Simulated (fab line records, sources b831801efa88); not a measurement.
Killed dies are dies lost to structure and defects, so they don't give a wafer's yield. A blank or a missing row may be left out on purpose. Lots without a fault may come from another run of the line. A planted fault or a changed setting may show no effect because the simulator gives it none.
Tool commonality check | flow gf180mcu | 12 lots, 36 wafers sampled

WHY IT WAS OPENED
At GF_PSD_RS_MEAS_14 the reading NSD_RS is flagged on 2 of 12 lots. Wafers without a fault read 46.12 ohm/sq, standard deviation 0.077.
Rule: a lot is flagged when every wafer of it that has a number lies more than 4 standard deviations from that mean, or none has a number. The other lots count as sound.

lot  | measured     | on            | NSD_RS (ohm/sq), wafer by wafer | flag
L901 | day 14 05:08 | film_metro-02 | 46.24 46.23 46.23               |
L902 | day 14 19:26 | film_metro-02 | 46.18 46.02 46.09               |
L909 | day 17 02:26 | film_metro-02 | 47.71 47.59 47.73               | FLAGGED
L911 | day 18 03:34 | film_metro-02 | 47.73 47.63 47.63               | FLAGGED
L914 | day 18 21:27 | film_metro-02 | 46.08 46.22 46.10               |
L915 | day 19 07:40 | film_metro-02 | 46.18 46.17 46.19               |
L917 | day 20 01:53 | film_metro-02 | 46.12 46.01 46.09               |
L918 | day 20 08:25 | film_metro-04 | 46.07 46.11 46.21               |
L919 | day 20 22:19 | film_metro-02 | 45.91 46.01 46.10               |
L921 | day 21 08:20 | film_metro-03 | 46.19 46.12 46.22               |
L922 | day 21 11:46 | film_metro-04 | 46.04 45.93 46.06               |
L923 | day 22 01:44 | film_metro-02 | 46.10 46.05 46.03               |
The numbers of the flagged lots are 47.67 ohm/sq on average: +1.55 ohm/sq against the usual, or +20 standard deviations.

WHICH TOOL RAN EACH LOT
The record holds 2 process steps before the reading, out of a route of 602 steps. In each cell: the tool, then ch and the chambers that the sampled wafers went through, then the start.
lot  | flag    | GF_NSD_IMPLANT_09               | GF_NSD_STRIP_11
L901 |         | implanter-01 ch 0, day 13 08:52 | plasma_asher-03 ch 0,1, day 13 09:10
L902 |         | implanter-01 ch 0, day 13 21:55 | plasma_asher-01 ch 0,1, day 13 22:13
L909 | FLAGGED | implanter-02 ch 0, day 16 03:22 | plasma_asher-04 ch 0,1, day 16 03:40
L911 | FLAGGED | implanter-02 ch 0, day 17 03:40 | plasma_asher-03 ch 0,1, day 17 03:56
L914 |         | implanter-01 ch 0, day 17 20:55 | plasma_asher-04 ch 1, day 17 21:13
L915 |         | implanter-03 ch 0, day 18 07:20 | plasma_asher-01 ch 0,1, day 18 07:37
L917 |         | implanter-03 ch 0, day 19 01:04 | plasma_asher-03 ch 1, day 19 01:22
L918 |         | implanter-01 ch 0, day 19 08:07 | plasma_asher-04 ch 0,1, day 19 08:25
L919 |         | implanter-01 ch 0, day 19 22:25 | plasma_asher-01 ch 0,1, day 19 22:43
L921 |         | implanter-02 ch 0, day 20 07:28 | plasma_asher-03 ch 0,1, day 20 07:46
L922 |         | implanter-02 ch 0, day 20 11:05 | plasma_asher-01 ch 0,1, day 20 11:23
L923 |         | implanter-01 ch 0, day 21 00:19 | plasma_asher-01 ch 0,1, day 21 00:37
What these steps do:
- GF_NSD_IMPLANT_09
- GF_NSD_STRIP_11: strips in O2/N2.
- GF_PSD_RS_MEAS_14: measures by four-point-probe.

FLAGGED OVER TOTAL, TOOL BY TOOL (the gauges that took the reading come last)
step              | tool            | lots run | flagged | share of the flagged lots | sound lots run after its first flagged lot
GF_NSD_IMPLANT_09 | implanter-01    | 6        | 0       | none                      | -
GF_NSD_IMPLANT_09 | implanter-02    | 4        | 2       | all                       | 2 (L921,L922)
GF_NSD_IMPLANT_09 | implanter-03    | 2        | 0       | none                      | -
GF_NSD_STRIP_11   | plasma_asher-01 | 5        | 0       | none                      | -
GF_NSD_STRIP_11   | plasma_asher-03 | 4        | 1       | some                      | 2 (L917,L921)
GF_NSD_STRIP_11   | plasma_asher-04 | 3        | 1       | some                      | 2 (L914,L918)
GF_PSD_RS_MEAS_14 | film_metro-02   | 9        | 2       | all                       | 5 (L914,L915,L917,L919,L923)
GF_PSD_RS_MEAS_14 | film_metro-03   | 1        | 0       | none                      | -
GF_PSD_RS_MEAS_14 | film_metro-04   | 2        | 0       | none                      | -

WHAT THE TABLE ALLOWS
2 rows of the table ran every flagged lot: implanter-02 at GF_NSD_IMPLANT_09, film_metro-02 at GF_PSD_RS_MEAS_14.
- implanter-02 at GF_NSD_IMPLANT_09: 2 of its 4 lots flagged. Sound lots ran on it after the first flagged one (L921, L922), which a lasting fault on the whole tool wouldn't allow. Its own readings lie more than 4 standard deviations out on every wafer of the flagged lots: beam_energy_keV.
- film_metro-02 at GF_PSD_RS_MEAS_14: 2 of its 9 lots flagged. Sound lots ran on it after the first flagged one (L914, L915, L917, L919, L923), which a lasting fault on the whole tool wouldn't allow.
No row of the table ran every flagged lot and no sound lot after the first.

WHAT THE SIMULATOR HAD PUT IN
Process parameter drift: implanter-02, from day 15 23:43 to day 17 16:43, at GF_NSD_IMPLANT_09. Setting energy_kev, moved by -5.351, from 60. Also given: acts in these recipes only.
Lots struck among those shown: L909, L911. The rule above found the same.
